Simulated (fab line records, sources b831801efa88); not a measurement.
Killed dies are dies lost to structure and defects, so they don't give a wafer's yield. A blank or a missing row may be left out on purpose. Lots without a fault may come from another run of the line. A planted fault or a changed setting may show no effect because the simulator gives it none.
A struck lot beside a sound one | flow sfq_line | 14 steps out of a route of 325
Sound: wafers L395.1, L395.4, L395.5. Struck: wafer L406.1. (L406.2, L406.6 of the same lot were not struck and are left out.) The cause comes at the end.
At each step with rows: each side's tool, then ch and its chambers, then its first start. Under that, the readings that differ: sound wafers | struck wafers | difference of the means | sigmas: that difference in standard deviations of wafers without a fault.
alike: readings whose means differ by less than 2 such deviations, and words and numbers that are the same on both sides. not compared: withheld readings, readings that some wafer has no value for, bounds like >300 that may hide the same value, and numbers for which the record gives no deviation and whose values overlap.
The two part at a step that has a row with sigmas, a row that says differs or no value, or rows on one side only. Numbers that don't overlap but have no deviation are shown without sigmas and don't part them. A reading that every wafer of one side lacks parts them only if that side has two wafers or more.

first, 6 steps without rows for these wafers: SFQ_TRILAYER_M1_LITHO_COAT_044 (resist thk 62 nm); SFQ_TRILAYER_M1_LITHO_COAT_039 (resist thk 600 nm); SFQ_TRILAYER_M1_LITHO_SOFTBAKE_043; SFQ_TRILAYER_M1_LITHO_EXPOSE_040 (exposes mask M1, target cd 500 nm); SFQ_TRILAYER_M1_LITHO_PEB_042 (peb time 60 s); SFQ_TRILAYER_M1_LITHO_DEVELOP_041 (time 60 s).
SFQ_M1_OVL_MEAS_911:
  sound on overlay-02, day 21 02:01; struck on overlay-01, day 26 20:16
  alike: M1_OVL
SFQ_TRILAYER_M1_BARC_OPEN_METAL_ETCH_054: etches BARC in O2, target depth 125 nm, time 41.7 s.
  sound on rie_metal-03 ch 0, day 21 02:04; struck on rie_metal-03 ch 0, day 26 20:19
  reading               | sound             | struck | difference | sigmas
  oes_product_au (a.u.) | 0.689 0.690 0.691 | 0.681  | -0.009     | -2
  alike: chamber_pressure_mTorr, drypump_motor_current_A, rf_fwd_power_W
  not compared: rf_hours_counter_h
SFQ_TRILAYER_M1_ETCH_METAL_ETCH_042: etches Nb in Cl2/Ar, stops on SiO2, target depth 240 nm, time 120 s.
  sound on rie_metal-03 ch 0, day 21 02:07; struck on rie_metal-03 ch 0, day 26 20:22
  alike: chamber_pressure_mTorr, drypump_motor_current_A, oes_product_au, rf_fwd_power_W
  not compared: rf_hours_counter_h
SFQ_TRILAYER_M1_STRIP_STRIP_043: strips in O2.
  sound on rie_metal-03 ch 0, day 21 02:14; struck on rie_metal-03 ch 0, day 26 20:29
  reading                        | sound             | struck | difference | sigmas
  chamber_pressure_mTorr (mTorr) | 50.01 50.00 49.96 | 50.12  | +0.13      | +3
  alike: drypump_motor_current_A, oes_product_au
  not compared: rf_hours_counter_h
then, 1 step without rows for these wafers: SFQ_TRILAYER_M1_STRIP_SOLV_CLEAN_044 (cleans in NMP, time 600 s).
SFQ_TRILAYER_I1_DEP_PECVD_045: deposits SiO2 from SiH4/N2O, time 111.11 s, target thk 500 nm.
  sound on pecvd-01 ch 0,1, day 21 03:01; struck on pecvd-04 ch 0, day 26 21:16
  alike: heater_power_outer_w, heater_power_w, rf_fwd_power_W, throttle_valve_pct
SFQ_TRILAYER_I1_CMP_CMP_046: polishes SiO2.
  sound on cmp-01 ch 0,1,3, day 21 04:34; struck on cmp-02 ch 0, day 26 21:21
  reading                | sound         | struck | difference | sigmas
  motor_current_A (A)    | 10.5 11.2 8.3 | 13.2   | +3.2       | +2
  time_to_endpoint_s (s) | 218 220 218   | 121    | -98        | -15
SFQ_I1_BOW_MEAS_912:
  sound on film_metro-04, day 21 07:04; struck on film_metro-04, day 27 00:21
  alike: I1_BOW

WHERE THEY PART
First at SFQ_TRILAYER_M1_BARC_OPEN_METAL_ETCH_054; last, within this record, at SFQ_TRILAYER_I1_CMP_CMP_046. Later steps at which nothing parts them and some readings are alike: SFQ_I1_BOW_MEAS_912.

WHY: what the simulator had put in
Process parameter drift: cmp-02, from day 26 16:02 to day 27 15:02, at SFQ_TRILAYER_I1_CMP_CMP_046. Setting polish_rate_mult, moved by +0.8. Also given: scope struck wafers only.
